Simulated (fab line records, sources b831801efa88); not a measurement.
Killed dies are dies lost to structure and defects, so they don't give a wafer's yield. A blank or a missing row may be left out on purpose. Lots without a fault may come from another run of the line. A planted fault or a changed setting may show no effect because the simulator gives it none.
A struck lot beside a sound one | flow sky130 | 15 steps out of a route of 708
Sound: wafers L952.2, L952.5, L952.6. Struck: wafer L961.5. (L961.3, L961.6 of the same lot were not struck and are left out.) The cause comes at the end.
At each step with rows: each side's tool, then ch and its chambers, then its first start. Under that, the readings that differ: sound wafers | struck wafers | difference of the means | sigmas: that difference in standard deviations of wafers without a fault.
alike: readings whose means differ by less than 2 such deviations, and words and numbers that are the same on both sides. not compared: withheld readings, readings that some wafer has no value for, bounds like >300 that may hide the same value, and numbers for which the record gives no deviation and whose values overlap.
The two part at a step that has a row with sigmas, a row that says differs or no value, or rows on one side only. Numbers that don't overlap but have no deviation are shown without sigmas and don't part them. A reading that every wafer of one side lacks parts them only if that side has two wafers or more.

SKY_VIA2_STRIP_16: strips in O2/N2.
  sound on plasma_asher-02 ch 0,1, day 38 07:55; struck on plasma_asher-01 ch 1, day 41 03:05
  alike: drypump_motor_current_A, o2_flow_sccm, oes_product_au, strip_time_to_endpoint_s
  not compared: rf_hours_counter_h
then, 5 steps without rows for these wafers: SKY_VIA2_STRIP_17 (strips in post etch residue remover, time 1200 s); SKY_VIA2_CLEAN_18 (cleans in IPA, time 180 s); SKY_VIA2_CLEAN_19 (cleans in O3/DIW); SKY_VIA2_SPUTTER_20 (material TiN, target thk 20 nm, time 80 s); SKY_VIA2_CVD_21 (deposits W, target thk 420 nm, time 126.4 s).
SKY_VIA2_RS_MEAS_22: measures by four-point-probe.
  sound on film_metro-01, day 38 08:45; struck on film_metro-04, day 41 03:55
  alike: VIA2_W_RS
SKY_VIA2_THK_MEAS_23: measures by xrf.
  sound on film_metro-01, day 38 08:52; struck on film_metro-04, day 41 04:01
  alike: VIA2_W_THK
SKY_VIA2_CMP_24: polishes, stops on SiO2, t overpolish 20 s, target thk 0 nm.
  sound on cmp-02 ch 1,2,3, day 38 09:04; struck on cmp-01 ch 3, day 41 04:10
  alike: motor_current_A, overpolish_run_s, time_to_endpoint_s
SKY_METAL3_SPUTTER_00: material Ti, target thk 15 nm, time 10 s.
  sound on pvd_sputter-02, day 38 09:13; struck on pvd_sputter-01, day 41 04:22
  alike: throttle_valve_pct
SKY_METAL3_SPUTTER_01: material TiN, target thk 20 nm, time 16.7 s.
  sound on pvd_sputter-02, day 38 09:14; struck on pvd_sputter-01, day 41 04:23
  alike: throttle_valve_pct
SKY_METAL3_SPUTTER_02: material AlCu, target thk 735 nm, time 39.1 s.
  sound on pvd_sputter-02, day 38 09:16; struck on pvd_sputter-01, day 41 04:25
  alike: throttle_valve_pct
SKY_METAL3_SPUTTER_03: material Ti, target thk 5 nm, time 3.3 s.
  sound on pvd_sputter-02, day 38 09:18; struck on pvd_sputter-01, day 41 04:27
  reading                                   | sound           | struck | difference | sigmas
  model.Ti_of_METAL3_SPUTTER_03.thk_nm (nm) | 5.015 4.97 4.99 | 2.52   | -2.47      |
  alike: throttle_valve_pct
then, 1 step without rows for these wafers: SKY_METAL3_SPUTTER_04 (material TiN, target thk 70 nm, time 59.98 s).
-- the record jumps here: 8 days lie between the struck wafers' starts before and after (it left off in module METAL3 and takes up again in module PAD_OPEN, whose first step shown is number 708 of the route) --
SKY_PAD_OPEN_PROBE_99:
  sound on prober-02, day 47 09:16; struck on prober-01, day 49 13:31
  reading             | sound    | struck | difference | sigmas
  killed_at_front_end | 17 16 20 | 9      | -9         | -2
  alike: defect_limited_yield, killed_at_M0_to_M3, killed_at_M4_up, killed_at_contacts, killed_at_other, killed_dies, killed_open, killed_short, sort_bin_3_pad_short, sort_bin_5_function, sort_bin_6_memory, sort_n_pass, sort_yield_pct

WHERE THEY PART
Only at SKY_PAD_OPEN_PROBE_99, within this record.

WHY: what the simulator had put in
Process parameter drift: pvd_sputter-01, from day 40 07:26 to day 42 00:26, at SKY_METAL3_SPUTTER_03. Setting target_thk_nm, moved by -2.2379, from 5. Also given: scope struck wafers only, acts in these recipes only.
